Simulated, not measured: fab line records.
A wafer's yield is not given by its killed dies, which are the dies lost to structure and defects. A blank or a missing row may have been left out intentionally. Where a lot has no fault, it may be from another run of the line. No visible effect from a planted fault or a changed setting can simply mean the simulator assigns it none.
fab line records | flow sky130
record lots=7 wafers=21 last-day=51
route steps=708 shown PWDE@52 NWELL@56 PAD_OPEN@708
lots that met no fault: taken from a fault-free run of the same line
start-h: start of the lot's first displayed wafer, in hours after the record's first day | wait-h: how many hours have passed since the lot's step before this one | " the same as in the row above | L1.1+2: a row that stands for several wafers | - either no value or no given start | * or withheld: withheld | < > ~ a bound
route shown NAME@n: a module of which the file shows steps, and the number in the route of the first | usual: mean/standard deviation taken from wafers without a fault | same: alike in all rows | chamber/n: place in a boat | sites: each site's reading | _std_site: standard deviation across them | _edge_site: the outer-site mean with the inner-site mean subtracted | radius-mm: how far each site lies from the wafer's centre | mask NAME#n: copy n | behind: the tool/chamber that last shaped the wafer | hold: reason for holding the lot/hours on hold/outcome of the hold | device: transistor that didn't switch, given as n, p or np | end of line: the tests these same wafers got at the end of their route | step lacking rows: just its recipe | killed: count of dies lost to structure and defects at first sort (not the wafer's yield) | map: shows each die of a wafer: x if killed, . if not, _ if none is there
set.NAME: setting as actually run; set.NAME@STEP: the setting as run at that earlier step | model.NAME: the simulator's own value behind a step, which no gauge read
a table for each step, a row for each wafer; lots at some steps of the route
services: a tool's chamber out of use, with start hour (start-h, from the record's first day; less than 0 if before it), hours out, and reason
## steps
# step SKY_PWDE_OVL_MEAS_07
# usual PWDE_OVL=0.5/1.6
# columns lot.wafer tool chamber start-h wait-h PWDE_OVL[nm]
L490.2 overlay-02 - 72.39 - 2.0
L490.4 " - " " 1.1
L490.6 " - " " 0.7
L493.1 overlay-01 - 85.83 - 0.9
L493.2 " - " " 1.5
L493.4 " - " " 0.4
L498.1 overlay-01 - 115.94 - -1.5
L498.5 " - " " -2.4
L498.6 " - " " -1.3
L499.2 overlay-01 - 120.59 - -1.1
L499.3 " - " " -2.0
L499.5 " - " " -0.9
L500.1 overlay-01 - 132.84 - 1.3
L500.2 " - " " 1.1
L500.3 " - " " 1.0
L508.1 overlay-02 - 168.73 - -0.2
L508.2 " - " " -1.0
L508.6 " - " " 1.0
L511.3 overlay-02 - 188.69 - 1.4
L511.4 " - " " 2.8
L511.6 " - " " 2.1
# step SKY_PWDE_IMPLANT_08
# recipe species=B energy-kev=150 dose-cm2=3.6e+12 tilt-deg=withheld
# step SKY_PWDE_STRIP_09
# recipe chemistry=O2/N2 power-w=1400 pressure-mtorr=1500 platen-temp-c=withheld o2-flow-sccm=3000 n2-flow-sccm=300 overash-fraction=0.5
# usual drypump-motor-current-A=5.59/0.19 oes-product-au=0.723/0.0046 strip-time-to-endpoint-s=36.95/0.098
# columns lot.wafer tool chamber start-h wait-h drypump-motor-current-A oes-product-au rf-hours-counter-h strip-time-to-endpoint-s
L490.2 plasma-asher-04 1 72.57 0.1 5.66 0.725 37 36.78
L490.4 " 1 " " 5.66 0.719 - 36.95
L490.6 " 0 " " 5.76 0.735 - 36.85
L493.1 plasma-asher-03 0 86.02 0.1 5.92 0.730 27 37.13
L493.2 " 1 " " 5.51 0.727 27 37.08
L493.4 " 1 " " 5.48 0.723 - 37.05
L498.1 plasma-asher-02 1 116.12 0.1 5.31 0.725 41 36.70
L498.5 " 0 " " 5.61 0.713 - 36.76
L498.6 " 1 " " 5.33 0.721 - 36.77
L499.2 plasma-asher-03 1 120.77 0.1 5.45 0.722 31 36.82
L499.3 " 1 " " 5.49 0.723 - 36.90
L499.5 " 1 " " 5.46 0.723 - 36.81
L500.1 plasma-asher-02 1 133.02 0.1 5.28 0.720 43 36.90
L500.2 " 0 " " 5.61 0.726 43 36.98
L500.3 " 0 " " 5.60 0.729 - 37.07
L508.1 plasma-asher-04 1 168.92 0.1 5.63 0.727 47 36.82
L508.2 " 0 " " 5.71 0.716 47 36.87
L508.6 " 1 " " 5.65 0.728 - 36.94
L511.3 plasma-asher-03 0 188.90 0.1 5.96 0.731 - 37.06
L511.4 " 1 " " 5.50 0.726 - 36.98
L511.6 " 1 " " 5.48 0.731 - 37.07
# step SKY_PWDE_TW_MEAS_10
# usual PWDE_TW=373/4.4
# columns lot.wafer tool chamber start-h wait-h PWDE_TW
L490.2 film-metro-01 - 72.68 0.1 380
L490.4 " - " " 376
L490.6 " - " " 377
L493.1 film-metro-03 - 86.12 0.1 367
L493.2 " - " " 369
L493.4 " - " " 368
L498.1 film-metro-04 - 116.22 0.1 379
L498.5 " - " " 379
L498.6 " - " " 377
L499.2 film-metro-03 - 120.88 0.1 366
L499.3 " - " " 365
L499.5 " - " " 366
L500.1 film-metro-04 - 133.12 0.1 379
L500.2 " - " " 377
L500.3 " - " " 376
L508.1 film-metro-03 - 169.02 0.1 367
L508.2 " - " " 369
L508.6 " - " " 366
L511.3 film-metro-04 - 188.99 0.1 377
L511.4 " - " " 377
L511.6 " - " " 376
# step SKY_NWELL_DEHYDRATE_03
# recipe temp-c=200 time-s=60
# step SKY_NWELL_HMDS_04
# recipe prime-time-s=60 prime-temp-c=120
# step SKY_NWELL_COAT_05
# recipe spin-rpm=2000 resist-thk-nm=3000
# step SKY_NWELL_SOFTBAKE_06
# recipe temp-c=110 time-s=withheld
# step SKY_NWELL_EXPOSE_07
# recipe mask-id=NWM na=0.6 source-shape=conventional sigma-outer=0.6 polarization=unpolarized target-cd-nm=840 dose-mj=255
# step SKY_NWELL_PEB_08
# recipe temp-c=115 time-s=withheld
# step SKY_NWELL_DEVELOP_09
# recipe wall-angle-deg=90 developer=TMAH develop-time-s=60 dev-temp-c=23
# step SKY_NWELL_OVL_MEAS_10
# usual NWELL_00_OVL=-0.2/1.5
# columns lot.wafer tool chamber start-h wait-h NWELL_00_OVL[nm]
L490.2 overlay-01 - 89.39 - -1.8
L490.4 " - " " -1.5
L490.6 " - " " -2.2
L493.1 overlay-02 - 102.88 - -0.8
L493.2 " - " " -1.5
L493.4 " - " " -1.1
L498.1 overlay-02 - 133.79 - 1.1
L498.5 " - " " 2.1
L498.6 " - " " 0.0
L499.2 overlay-01 - 139.39 - -3.3
L499.3 " - " " -0.6
L499.5 " - " " -0.3
L500.1 overlay-01 - 152.83 - -1.6
L500.2 " - " " -0.9
L500.3 " - " " 0.0
L508.1 overlay-02 - 189.59 - -0.4
L508.2 " - " " -0.5
L508.6 " - " " 0.4
L511.3 overlay-02 - 209.45 - -0.1
L511.4 " - " " 2.3
L511.6 " - " " 1.3
# step SKY_NWELL_IMPLANT_11
# recipe species=P energy-kev=400 dose-cm2=1.9e+13 tilt-deg=withheld
# usual dose-ions-cm2=1.8994e+13/2.1e+10 faraday-current-uA=107.2/1.9
# columns lot.wafer tool chamber start-h wait-h dose-ions-cm2 faraday-current-uA
L490.2 implanter-02 0 89.45 0.0 1.8984e+13 103.6
L490.4 " 0 " " 1.9005e+13 108.1
L490.6 " 0 " " 1.8988e+13 109.7
L493.1 implanter-02 0 102.92 0.0 1.9034e+13 111.4
L493.2 " 0 " " 1.9004e+13 107.0
L493.4 " 0 " " 1.9014e+13 109.8
L498.1 implanter-02 0 133.82 0.0 2.8029e+13 156.4
L498.5 " 0 " " 2.8041e+13 158.3
L498.6 " 0 " " 2.8066e+13 157.4
L499.2 implanter-02 0 139.45 0.0 2.8025e+13 157.3
L499.3 " 0 " " 2.8002e+13 155.2
L499.5 " 0 " " 2.8052e+13 159.8
L500.1 implanter-02 0 152.87 0.0 2.7996e+13 160.6
L500.2 " 0 " " 2.8052e+13 159.2
L500.3 " 0 " " 2.804e+13 151.5
L508.1 implanter-01 0 189.62 0.0 1.8978e+13 106.3
L508.2 " 0 " " 1.8989e+13 109.3
L508.6 " 0 " " 1.9015e+13 105.3
L511.3 implanter-02 0 209.52 0.1 1.8975e+13 107.8
L511.4 " 0 " " 1.8976e+13 109.1
L511.6 " 0 " " 1.9e+13 106.9
# step SKY_NWELL_IMPLANT_12
# recipe species=P energy-kev=120 dose-cm2=1.3e+12 tilt-deg=withheld
# step SKY_NWELL_IMPLANT_13
# recipe species=P energy-kev=50 dose-cm2=7e+11 tilt-deg=withheld
# step SKY_NWELL_STRIP_14
# recipe chemistry=O2/N2 power-w=1400 pressure-mtorr=1500 platen-temp-c=withheld o2-flow-sccm=3000 n2-flow-sccm=300 overash-fraction=0.5
# usual drypump-motor-current-A=5.5/0.41 oes-product-au=0.722/0.0048 strip-time-to-endpoint-s=36.94/0.1
# columns lot.wafer tool chamber start-h wait-h drypump-motor-current-A oes-product-au rf-hours-counter-h strip-time-to-endpoint-s
L490.2 plasma-asher-01 1 89.87 0.1 5.9 0.723 42 36.90
L490.4 " 0 " " 4.7 0.723 - 36.88
L490.6 " 1 " " 5.9 0.724 - 36.84
L493.1 plasma-asher-04 0 103.37 0.1 5.7 0.714 40 37.03
L493.2 " 1 " " 5.7 0.720 40 37.09
L493.4 " 0 " " 5.7 0.728 - 37.07
L498.1 plasma-asher-02 0 134.27 0.1 5.6 0.721 43 36.96
L498.5 " 0 " " 5.6 0.713 - 36.97
L498.6 " 1 " " 5.3 0.720 - 36.99
L499.2 plasma-asher-02 0 139.87 0.1 5.6 0.722 43 36.80
L499.3 " 0 " " 5.6 0.722 - 37.01
L499.5 " 0 " " 5.6 0.720 - 36.88
L500.1 plasma-asher-01 0 153.32 0.1 4.7 0.717 3 37.06
L500.2 " 1 " " 6.0 0.727 3 36.98
L500.3 " 1 " " 6.0 0.715 - 36.92
L508.1 plasma-asher-01 0 190.07 0.1 4.7 0.720 7 36.68
L508.2 " 1 " " 5.9 0.723 7 36.83
L508.6 " 1 " " 5.9 0.723 - 36.91
L511.3 plasma-asher-01 1 209.96 0.1 5.9 0.717 - 36.91
L511.4 " 0 " " 4.7 0.722 - 36.89
L511.6 " 1 " " 6.0 0.716 - 36.90
# step SKY_NWELL_TW_MEAS_15
# usual NWELL_TW=1822/18
# columns lot.wafer tool chamber start-h wait-h NWELL_TW
L490.2 film-metro-01 - 89.98 0.1 1834
L490.4 " - " " 1837
L490.6 " - " " 1832
L493.1 film-metro-01 - 103.47 0.1 1844
L493.2 " - " " 1839
L493.4 " - " " 1831
L498.1 film-metro-01 - 134.37 0.1 2066
L498.5 " - " " 2081
L498.6 " - " " 2079
L499.2 film-metro-04 - 139.98 0.1 2064
L499.3 " - " " 2069
L499.5 " - " " 2065
L500.1 film-metro-04 - 153.42 0.1 2065
L500.2 " - " " 2080
L500.3 " - " " 2055
L508.1 film-metro-03 - 190.17 0.1 1795
L508.2 " - " " 1808
L508.6 " - " " 1792
L511.3 film-metro-03 - 210.04 0.1 1790
L511.4 " - " " 1788
L511.6 " - " " 1790
# step SKY_NWELL_DEHYDRATE_16
# recipe temp-c=200 time-s=60
# step SKY_NWELL_HMDS_17
# recipe prime-time-s=60 prime-temp-c=120
# step SKY_NWELL_COAT_18
# recipe spin-rpm=2000 resist-thk-nm=3000
# step SKY_NWELL_SOFTBAKE_19
# recipe temp-c=110 time-s=withheld
# step SKY_NWELL_EXPOSE_20
# recipe mask-id=NWM_COMPLEMENT na=0.6 source-shape=conventional sigma-outer=0.6 polarization=unpolarized target-cd-nm=840 dose-mj=260
# step SKY_NWELL_PEB_21
# recipe temp-c=115 time-s=withheld
# step SKY_NWELL_DEVELOP_22
# recipe wall-angle-deg=90 developer=TMAH develop-time-s=60 dev-temp-c=23
# step SKY_NWELL_OVL_MEAS_23
# usual NWELL_01_OVL=0.5/1.4
# columns lot.wafer tool chamber start-h wait-h NWELL_01_OVL[nm]
L490.2 overlay-02 - 106.59 - -0.9
L490.4 " - " " -0.9
L490.6 " - " " 0.5
L493.1 overlay-02 - 120.04 - -0.1
L493.2 " - " " -0.9
L493.4 " - " " -1.0
L498.1 overlay-02 - 154.14 - 1.0
L498.5 " - " " 0.7
L498.6 " - " " -1.6
L499.2 overlay-01 - 159.89 - 1.1
L499.3 " - " " -1.6
L499.5 " - " " -0.3
L500.1 overlay-02 - 173.44 - 2.3
L500.2 " - " " 0.1
L500.3 " - " " -0.1
L508.1 overlay-01 - 210.84 - -0.2
L508.2 " - " " -1.5
L508.6 " - " " 0.0
L511.3 overlay-02 - 233.05 - 2.3
L511.4 " - " " 5.0
L511.6 " - " " 4.1
# step SKY_NWELL_IMPLANT_24
# recipe species=B energy-kev=140 dose-cm2=9.2e+12 tilt-deg=withheld
# step SKY_NWELL_STRIP_25
# recipe chemistry=O2/N2 power-w=1400 pressure-mtorr=1500 platen-temp-c=withheld o2-flow-sccm=3000 n2-flow-sccm=300 overash-fraction=0.5
# usual drypump-motor-current-A=5.6/0.33 oes-product-au=0.722/0.0046 strip-time-to-endpoint-s=36.92/0.1
# columns lot.wafer tool chamber start-h wait-h drypump-motor-current-A oes-product-au rf-hours-counter-h strip-time-to-endpoint-s
L490.2 plasma-asher-02 0 106.77 0.1 5.6 0.721 39 36.91
L490.4 " 0 " " 5.6 0.715 - 36.95
L490.6 " 0 " " 5.6 0.719 - 36.89
L493.1 plasma-asher-04 1 120.22 0.1 5.6 0.723 42 36.78
L493.2 " 0 " " 5.7 0.719 42 36.73
L493.4 " 0 " " 5.8 0.717 - 36.83
L498.1 plasma-asher-04 0 154.32 0.1 5.7 0.720 46 36.97
L498.5 " 1 " " 5.6 0.714 - 36.90
L498.6 " 0 " " 5.7 0.722 - 37.04
L499.2 plasma-asher-04 0 160.07 0.1 5.7 0.722 46 36.90
L499.3 " 1 " " 5.6 0.715 - 36.94
L499.5 " 1 " " 5.6 0.728 - 36.87
L500.1 plasma-asher-01 1 173.62 0.1 5.9 0.718 5 37.02
L500.2 " 0 " " 4.7 0.726 5 37.05
L500.3 " 0 " " 4.7 0.721 - 36.99
L508.1 plasma-asher-04 1 211.02 0.1 5.6 0.716 51 36.88
L508.2 " 0 " " 5.7 0.726 51 36.94
L508.6 " 1 " " 5.6 0.722 - 36.89
L511.3 plasma-asher-04 0 233.26 0.1 5.8 0.724 - 36.86
L511.4 " 1 " " 5.6 0.722 - 36.76
L511.6 " 1 " " 5.6 0.717 - 36.78
# step SKY_NWELL_TW_MEAS_26
# usual NWELL_2_TW=496/5.6
# columns lot.wafer tool chamber start-h wait-h NWELL_2_TW
L490.2 film-metro-03 - 106.88 0.1 489
L490.4 " - " " 488
L490.6 " - " " 487
L493.1 film-metro-03 - 120.32 0.1 485
L493.2 " - " " 487
L493.4 " - " " 484
L498.1 film-metro-01 - 154.42 0.1 497
L498.5 " - " " 494
L498.6 " - " " 496
L499.2 film-metro-01 - 160.18 0.1 499
L499.3 " - " " 499
L499.5 " - " " 500
L500.1 film-metro-03 - 173.72 0.1 485
L500.2 " - " " 488
L500.3 " - " " 490
L508.1 film-metro-01 - 211.12 0.1 500
L508.2 " - " " 501
L508.6 " - " " 501
L511.3 film-metro-04 - 233.34 0.1 497
L511.4 " - " " 494
L511.6 " - " " 496
# step SKY_NWELL_CLEAN_27
# recipe chemistry=SC1/SC2 mix=1:4:20 temp-c=70 time-s=150 dry=n2-spin
# step SKY_NWELL_RTA_28
# recipe temp-c=1050 time-s=30 idle-temp-c=650 ramp-up-c-per-s=150 ramp-down-c-per-s=90 ambient=N2
# usual lamp-power-pct=25.31/0.054 wafer_temp_C_max=1054.8/0.94
# columns lot.wafer tool chamber start-h wait-h lamp-power-pct wafer_temp_C_max
L490.2 rtp-anneal-01 0 107.01 0.0 25.21 1056.3
L490.4 " 0 " " 25.30 1054.3
L490.6 " 0 " " 25.37 1056.3
L493.1 rtp-anneal-02 0 120.44 0.0 25.34 1055.1
L493.2 " 0 " " 25.21 1055.9
L493.4 " 0 " " 25.17 1053.2
L498.1 rtp-anneal-01 0 154.53 0.0 25.31 1053.2
L498.5 " 0 " " 25.23 1056.1
L498.6 " 0 " " 25.34 1054.3
L499.2 rtp-anneal-02 0 160.30 0.0 25.34 1054.2
L499.3 " 0 " " 25.28 1054.5
L499.5 " 0 " " 25.26 1054.0
L500.1 rtp-anneal-01 0 173.84 0.0 25.28 1056.5
L500.2 " 0 " " 25.23 1053.4
L500.3 " 0 " " 25.40 1053.5
L508.1 rtp-anneal-01 0 211.23 0.0 25.28 1054.6
L508.2 " 0 " " 25.18 1054.9
L508.6 " 0 " " 25.28 1054.1
L511.3 rtp-anneal-02 0 233.47 0.0 25.37 1054.9
L511.4 " 0 " " 25.28 1054.6
L511.6 " 0 " " 25.25 1053.6
# step SKY_NWELL_RS_MEAS_29
# recipe thk-meas-gauge=four-point-probe
# usual NWELL_RS=624.8/1.5
# columns lot.wafer tool chamber start-h wait-h NWELL_RS[ohm/sq]
L490.2 film-metro-04 - 107.11 0.1 627.3
L490.4 " - " " 626.8
L490.6 " - " " 625.6
L493.1 film-metro-04 - 120.54 0.1 622.7
L493.2 " - " " 623.5
L493.4 " - " " 625.8
L498.1 film-metro-04 - 154.63 0.1 508.2
L498.5 " - " " 507.1
L498.6 " - " " 505.9
L499.2 film-metro-04 - 160.40 0.1 505.1
L499.3 " - " " 506.4
L499.5 " - " " 505.5
L500.1 film-metro-01 - 173.94 0.1 504.8
L500.2 " - " " 506.0
L500.3 " - " " 505.1
L508.1 film-metro-04 - 211.33 0.1 624.6
L508.2 " - " " 624.6
L508.6 " - " " 626.7
L511.3 film-metro-01 - 233.57 0.1 623.1
L511.4 " - " " 624.1
L511.6 " - " " 624.1
# step SKY_PAD_OPEN_PROBE_99
# usual killed_at_M0_to_M3=42/7.3 killed_at_M4_up=3.4/2 killed-at-contacts=24/5.6 killed-at-front-end=16/4.5 killed-at-other=0.2/0.51 killed-dies=86/9.8 killed-on-rim=17/3.8 killed-open=46/7 killed-short=40/6.7
# same gross-dies=492 killed-at-back-side=0
# columns lot.wafer tool chamber start-h wait-h killed_at_M0_to_M3 killed_at_M4_up killed-at-contacts killed-at-front-end killed-at-other killed-dies killed-on-rim killed-open killed-short model.etest.nfet_16v.r-on-ohm-um model.etest.pfet_16v.r-on-ohm-um model.etest.res-nwell.line-ohm-um model.etest.res-nwell.rs-ohm-sq model.etest.pfet-g5v0d10v5.r-on-ohm-um model.etest.tip_p_5v.rs-ohm-sq model.etest.res-nwell.width-nm model.etest.res-iso-pwell.width-nm
L493.1 prober-01 - 1103.25 0.3 44 0 26 19 0 89 16 58 31 1.402e+04 1.52e+04 1121 964.2 4688 2872 838 2645
L493.2 prober-01 - 1103.30 0.3 41 1 29 14 1 86 13 61 25 1.398e+04 1.519e+04 1115 948.6 4708 2861 837.7 2648
L493.4 prober-01 - 1103.40 0.4 39 4 27 8 1 79 21 44 34 1.4e+04 1.498e+04 1109 940.7 4625 2866 839.3 2644
L490.2 prober-02 - 1103.30 0.3 41 3 24 12 0 80 18 38 39 1.403e+04 1.46e+04 1100 907.6 4666 2801 823.2 2662
L490.4 prober-02 - 1103.40 0.4 29 3 13 23 0 68 14 36 32 1.418e+04 1.478e+04 1095 916.5 4705 2806 824.8 2662
L490.6 prober-02 - 1103.50 0.4 36 5 23 11 0 75 21 37 37 1.388e+04 1.492e+04 1142 929.5 4644 2815 827.5 2658
L498.1 prober-01 - 1125.03 0.1 44 4 19 18 0 85 19 40 44 1.276e+04 1.634e+04 909.6 794.5 5003 3009 860.6 2620
L498.5 prober-01 - 1125.23 0.2 49 4 18 20 0 91 18 47 44 1.264e+04 1.611e+04 909.1 776.4 4947 2975 855.9 2631
L498.6 prober-01 - 1125.28 0.2 46 1 21 12 0 80 21 49 31 1.273e+04 1.631e+04 916.2 782.8 4979 3003 857.3 2632
L499.2 prober-02 - 1125.29 0.1 50 5 21 19 1 96 17 52 43 1.254e+04 1.644e+04 872.7 761.7 4906 2964 878.6 2602
L499.3 prober-02 - 1125.34 0.2 33 6 23 16 0 78 11 37 41 1.28e+04 1.665e+04 869.2 763.5 4915 2935 883 2593
L499.5 prober-02 - 1125.44 0.2 28 4 21 18 0 71 17 35 36 1.268e+04 1.668e+04 869.2 765.9 4885 2931 882.3 2606
L500.1 prober-01 - 1127.80 0.1 42 3 21 13 1 80 21 41 39 1.242e+04 1.61e+04 884.1 771.5 4962 3010 868.6 2609
L500.2 prober-01 - 1127.85 0.1 37 3 25 31 0 96 20 49 46 1.248e+04 1.637e+04 918.7 806.1 4929 3013 874.2 2604
L500.3 prober-01 - 1127.90 0.2 44 0 21 22 1 88 11 42 45 1.252e+04 1.646e+04 914.8 789.1 4997 3012 876.9 2615
L511.3 prober-01 - 1213.41 0.5 48 5 21 10 0 84 17 44 40 1.405e+04 1.485e+04 1111 930.4 4708 2875 832.1 2665
L511.4 prober-01 - 1213.46 0.5 45 0 12 17 0 74 21 32 42 1.416e+04 1.484e+04 1133 938.7 4751 2854 837.1 2648
L511.6 prober-01 - 1213.56 0.6 44 2 24 15 0 85 18 40 45 1.411e+04 1.468e+04 1099 917.1 4717 2854 834 2664
L508.1 prober-02 - 1221.93 0.1 37 4 15 12 0 68 11 38 30 1.356e+04 1.531e+04 1323 1065 4761 2896 818.8 2671
L508.2 prober-02 - 1221.98 0.1 41 4 23 15 0 83 20 45 37 1.355e+04 1.505e+04 1290 1055 4698 2912 814.7 2668
L508.6 prober-02 - 1222.18 0.2 42 7 20 20 0 89 22 47 42 1.36e+04 1.521e+04 1302 1055 4803 2918 817.6 2659
# killed by level:class
L493.1 VIA1:geometric-particle:open=13 CONTACT:geometric-particle:open=10 VIA3:geometric-particle:open=9 LI_CONTACT:geometric-particle:open=8 VIA2:geometric-particle:short=6 VIA2:geometric-particle:open=5 FIELD_ISO:geometric-particle:short=4 CONTACT:geometric-particle:short=4
L490.2 CONTACT:geometric-particle:open=13 VIA1:geometric-particle:open=10 METAL1:geometric-particle:short=7 METAL2:geometric-particle:short=7 LI_CONTACT:geometric-particle:open=5 VIA1:geometric-particle:short=5 VIA3:geometric-particle:open=5 VIA3:geometric-particle:short=4
L493.2 VIA1:geometric-particle:open=12 LI_CONTACT:geometric-particle:open=11 CONTACT:geometric-particle:open=10 VIA3:geometric-particle:open=7 VIA2:geometric-particle:open=6 METAL3:geometric-particle:short=5 FIELD_ISO:geometric-particle:open=4 CONTACT:geometric-particle:short=4
L490.4 LI_CONTACT:geometric-particle:open=8 SPACER:geometric-particle:open=5 VIA1:geometric-particle:short=5 VIA3:geometric-particle:open=5 FIELD_ISO:geometric-particle:short=4 METAL1:geometric-particle:short=4 VIA1:geometric-particle:open=4 POLY_GATE:geometric-particle:short=3
L493.4 CONTACT:geometric-particle:open=11 METAL3:geometric-particle:short=10 VIA1:geometric-particle:open=7 VIA3:geometric-particle:open=7 LI_CONTACT:geometric-particle:open=6 LOCAL_INTERCONNECT:geometric-particle:short=6 VIA2:geometric-particle:open=4 FIELD_ISO:geometric-particle:open=3
L490.6 LI_CONTACT:geometric-particle:open=8 CONTACT:geometric-particle:open=7 VIA3:geometric-particle:open=6 VIA2:geometric-particle:open=6 VIA2:geometric-particle:short=5 METAL1:geometric-particle:short=5 VIA1:geometric-particle:short=5 METAL4:geometric-particle:short=5
L498.1 METAL1:geometric-particle:short=7 VIA1:geometric-particle:open=7 LI_CONTACT:geometric-particle:open=6 VIA3:geometric-particle:open=6 FIELD_ISO:geometric-particle:short=5 CONTACT:geometric-particle:short=5 VIA1:geometric-particle:short=5 POLY_GATE:geometric-particle:open=4
L498.5 VIA2:geometric-particle:open=11 CONTACT:geometric-particle:open=10 FIELD_ISO:geometric-particle:open=8 VIA1:geometric-particle:open=8 FIELD_ISO:geometric-particle:short=7 METAL2:geometric-particle:short=7 METAL1:geometric-particle:short=5 VIA2:geometric-particle:short=5
L498.6 VIA2:geometric-particle:open=11 VIA3:geometric-particle:open=10 CONTACT:geometric-particle:open=7 LI_CONTACT:geometric-particle:open=6 METAL1:geometric-particle:short=6 VIA1:geometric-particle:open=5 FIELD_ISO:geometric-particle:open=4 METAL2:geometric-particle:short=4
L499.2 CONTACT:geometric-particle:open=10 VIA1:geometric-particle:open=10 FIELD_ISO:geometric-particle:open=7 VIA2:geometric-particle:open=7 METAL1:geometric-particle:short=6 VIA3:geometric-particle:open=6 VIA1:geometric-particle:short=5 METAL3:geometric-particle:short=4
L499.3 VIA1:geometric-particle:open=9 CONTACT:geometric-particle:short=7 CONTACT:geometric-particle:open=7 METAL4:geometric-particle:short=6 FIELD_ISO:geometric-particle:short=4 FIELD_ISO:geometric-particle:open=4 LI_CONTACT:geometric-particle:open=4 VIA2:geometric-particle:open=4
L499.5 CONTACT:geometric-particle:open=10 FIELD_ISO:geometric-particle:short=6 VIA1:geometric-particle:open=6 LOCAL_INTERCONNECT:geometric-particle:short=5 VIA3:geometric-particle:short=5 METAL1:geometric-particle:short=4 FIELD_ISO:geometric-particle:open=4 POLY_GATE:geometric-particle:short=3
L500.1 VIA3:geometric-particle:open=11 VIA1:geometric-particle:open=8 LI_CONTACT:geometric-particle:short=7 CONTACT:geometric-particle:open=7 METAL2:geometric-particle:short=5 FIELD_ISO:geometric-particle:short=4 CONTACT:geometric-particle:short=4 FIELD_ISO:geometric-particle:open=3
L500.2 VIA1:geometric-particle:open=11 LI_CONTACT:geometric-particle:open=8 FIELD_ISO:geometric-particle:open=7 METAL2:geometric-particle:short=7 FIELD_ISO:geometric-particle:short=6 CONTACT:geometric-particle:short=6 CONTACT:geometric-particle:open=6 POLY_GATE:geometric-particle:short=5
L500.3 VIA2:geometric-particle:open=12 FIELD_ISO:geometric-particle:short=6 LI_CONTACT:geometric-particle:open=6 METAL1:geometric-particle:short=6 POLY_GATE:geometric-particle:short=5 LOCAL_INTERCONNECT:geometric-particle:short=5 CONTACT:geometric-particle:open=5 VIA2:geometric-particle:short=5
L511.3 CONTACT:geometric-particle:open=11 VIA1:geometric-particle:open=10 VIA2:geometric-particle:open=9 METAL1:geometric-particle:short=7 METAL2:geometric-particle:short=5 VIA3:geometric-particle:open=5 FIELD_ISO:geometric-particle:short=4 LI_CONTACT:geometric-particle:open=4
L511.4 VIA1:geometric-particle:open=9 VIA3:geometric-particle:open=8 METAL1:geometric-particle:short=7 METAL2:geometric-particle:short=7 FIELD_ISO:geometric-particle:open=4 FIELD_ISO:geometric-particle:short=4 SPACER:geometric-particle:short=4 LI_CONTACT:geometric-particle:short=4
L511.6 VIA1:geometric-particle:open=11 CONTACT:geometric-particle:open=10 VIA1:geometric-particle:short=8 METAL1:geometric-particle:short=7 FIELD_ISO:geometric-particle:short=6 LI_CONTACT:geometric-particle:open=5 METAL2:geometric-particle:short=5 LOCAL_INTERCONNECT:geometric-particle:short=4
L508.1 VIA3:geometric-particle:open=10 VIA1:geometric-particle:open=7 VIA2:geometric-particle:open=6 FIELD_ISO:geometric-particle:open=5 CONTACT:geometric-particle:open=5 METAL2:geometric-particle:short=5 POLY_GATE:geometric-particle:short=4 LI_CONTACT:geometric-particle:open=4
L508.2 CONTACT:geometric-particle:open=11 METAL2:geometric-particle:short=9 VIA1:geometric-particle:open=8 FIELD_ISO:geometric-particle:short=7 VIA2:geometric-particle:open=7 VIA3:geometric-particle:open=7 LOCAL_INTERCONNECT:geometric-particle:short=5 CONTACT:geometric-particle:short=4
L508.6 FIELD_ISO:geometric-particle:open=8 CONTACT:geometric-particle:open=8 VIA1:geometric-particle:open=8 CONTACT:geometric-particle:short=6 METAL1:geometric-particle:short=6 POLY_GATE:geometric-particle:open=5 VIA1:geometric-particle:short=5 VIA2:geometric-particle:short=5
## services
# columns tool chamber start-h hours kind
plasma-asher-03 - 60.10 0.7 repair
plasma-asher-01 - 62.74 7.6 repair
plasma-asher-01 - 108.75 9.0 pm
plasma-asher-01 0 108.75 9.0 vent-cycle
plasma-asher-01 1 108.75 9.0 vent-cycle
plasma-asher-01 0 117.75 - clean
plasma-asher-01 1 117.75 - clean
rtp-anneal-02 - 138.84 0.9 pm
implanter-01 - 150.38 5.6 pm
plasma-asher-02 - 188.66 0.8 repair
rtp-anneal-01 - 199.11 3.6 pm
## key
first-sign step=SKY_NWELL_IMPLANT_11 reading=dose-ions-cm2 direction=up sigmas=99+ usual=* struck=*
effect step=SKY_NWELL_IMPLANT_11 reading=faraday-current-uA direction=up sigmas=26 usual=107.2 struck=157.3
effect step=SKY_NWELL_TW_MEAS_15 reading=NWELL_TW direction=up sigmas=14 usual=1822 struck=2069
effect step=SKY_NWELL_RS_MEAS_29 reading=NWELL_RS direction=down sigmas=77 usual=624.8 struck=506.0
model-effect step=SKY_PAD_OPEN_PROBE_99 value=etest.nfet_16v.r-on-ohm-um without=1.396e+04 struck=1.262e+04
met-at SKY_NWELL_IMPLANT_11
struck-wafers L498.1,L498.5,L498.6,L499.2,L499.3,L499.5,L500.1,L500.2,L500.3
tester-left-out L498,L499,L500
onset-between 102.92 133.82
fault kind=process-parameter-drift tool=implanter-02 chamber=- onset-h=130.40 steps=SKY_NWELL_IMPLANT_11 channel=dose-cm2 offset=* shape=step end-h=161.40 acts-in=* stated=*
# tester-left-out: of these lots the tester's yield and bins aren't shown, on N5 and GAA mostly nor the transistor test; their killed dies are dies lost to structure and defects alone, not to doping, threshold or leakage, so they don't give the yield
